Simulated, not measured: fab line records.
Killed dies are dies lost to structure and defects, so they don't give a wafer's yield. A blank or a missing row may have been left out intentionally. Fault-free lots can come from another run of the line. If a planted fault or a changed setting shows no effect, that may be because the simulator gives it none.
A lot that was struck, set against a sound lot || flow sky130 || 16 steps out of a route of 708
Sound: the wafers L617.1, L617.2, L617.3. Wafers struck: L626.4, L626.5, L626.6. The cause is named last.
Order at every step that has rows: each side's tool, ch and its chambers, its first start. Under that, the readings that differ: sound wafers || struck wafers || difference of the means || sigmas: that difference in standard deviations of wafers without a fault.
alike: words and numbers the same on both sides, and readings whose means are apart by under 2 such deviations; not compared: readings that were withheld, readings missing a value for some wafer, numbers with overlapping values and no deviation given by the record, and bounds like >300 which may hide the same value.
A row with sigmas, a row that says differs or no value, or rows on one side alone: a step with any of these is where the two part. Numbers that don't overlap but have no deviation are shown without sigmas and don't part them. Lack of a reading on every wafer of one side parts them only where that side has two or more wafers.

SKY_POLY_GATE_THK_MEAS_04:
  sound: film_metro-03 at day 16 17:50; struck: film_metro-03 at day 20 13:45
{"reading": "POLY_GATE_CVD_03_THK (nm)", "sound": "75.8 75.6 75.7", "struck": "73.9 74.3 73.6", "difference": -1.8, "sigmas": -3}
then, 8 steps without rows for these wafers: SKY_POLY_GATE_DEHYDRATE_05 (time 60 s); SKY_POLY_GATE_HMDS_06 (prime time 60 s); SKY_POLY_GATE_COAT_07 (resist thk 110 nm); SKY_POLY_GATE_COAT_08 (resist thk 450 nm); SKY_POLY_GATE_SOFTBAKE_09 (time 90 s); SKY_POLY_GATE_EXPOSE_10 (exposes mask P1M, target cd 150 nm); SKY_POLY_GATE_PEB_11; SKY_POLY_GATE_DEVELOP_12 (develop time 60 s).
SKY_POLY_GATE_CD_MEAS_13: target cd 150 nm.
  sound: cd_sem-02 at day 17 22:50; struck: cd_sem-01 at day 21 20:03
  alike: cd_nm
SKY_POLY_GATE_OVL_MEAS_14:
  sound: overlay-02 at day 17 22:58; struck: overlay-01 at day 21 20:08
  alike: POLY_GATE_OVL
SKY_POLY_GATE_ETCH_15: etches BARC in N2/H2, stops on SiO2, time 118.5 s, target depth 110 nm.
  sound on rie_diel-03 ch 0,1,3, day 17 23:00; struck on rie_diel-03 ch 0,1,2, day 21 20:09
  alike: bias_w, chamber_pressure_mTorr, drypump_motor_current_A, oes_product_au, throttle_valve_pct
  not compared: rf_hours_counter_h
SKY_POLY_GATE_ETCH_16: etches Si3N4 in CH3F/O2, stops on poly-Si, time 147.5 s, target depth 75 nm.
  sound on rie_diel-03 ch 0,1,3, day 17 23:05; struck on rie_diel-03 ch 0,1,2, day 21 20:14
  no value came back on the struck wafers for any of 6 readings (O2_flow_sccm (sccm), bias_w (W) and others); on the sound wafers O2_flow_sccm (sccm) reads 29.86 30.05 29.98
{"reading": "model.KrF-thick_of_POLY_GATE_COAT_08.thk_nm (nm)", "sound": "232.6 230.1 234.5", "struck": "341.9 342.9 343.4", "difference": "+110.3", "sigmas": ""}
SKY_POLY_GATE_ETCH_17: etches poly-Si in HBr/Cl2, stops on SiO2, target depth 180 nm, time 70.5 s.
  sound on rie_si-02 ch 1,2,3, day 17 23:11; struck on rie_si-02 ch 0,3, day 21 20:20
{"reading": "model.KrF-thick_of_POLY_GATE_COAT_08.thk_nm (nm)", "sound": "137.8 134.9 140.4", "struck": "245.3 246.4 248.3", "difference": "+109.0", "sigmas": ""}
  alike: HBr_flow_sccm, bias_w, drypump_motor_current_A, oes_product_au, throttle_valve_pct
  not compared: rf_hours_counter_h
SKY_POLY_GATE_STRIP_18: strips in O2/N2.
  sound on plasma_asher-04 ch 0,1, day 17 23:14; struck on plasma_asher-01 ch 0,1, day 21 20:25
{"reading": "oes_product_au (a.u.)", "sound": "0.354 0.352 0.373", "struck": "0.411 0.404 0.413", "difference": "+0.050", "sigmas": "+10"}
{"reading": "strip_time_to_endpoint_s (s)", "sound": "3.14 3.12 3.18", "struck": "4.31 4.30 4.35", "difference": "+1.17", "sigmas": "+33"}
  alike: drypump_motor_current_A
  not compared: rf_hours_counter_h
then, 1 step without rows for these wafers: SKY_POLY_GATE_CLEAN_19 (cleans in SC1/SC2, time 150 s).

WHERE THEY PART
First at SKY_POLY_GATE_THK_MEAS_04; last, within this record, at SKY_POLY_GATE_STRIP_18.

WHY: the cause the simulator had injected
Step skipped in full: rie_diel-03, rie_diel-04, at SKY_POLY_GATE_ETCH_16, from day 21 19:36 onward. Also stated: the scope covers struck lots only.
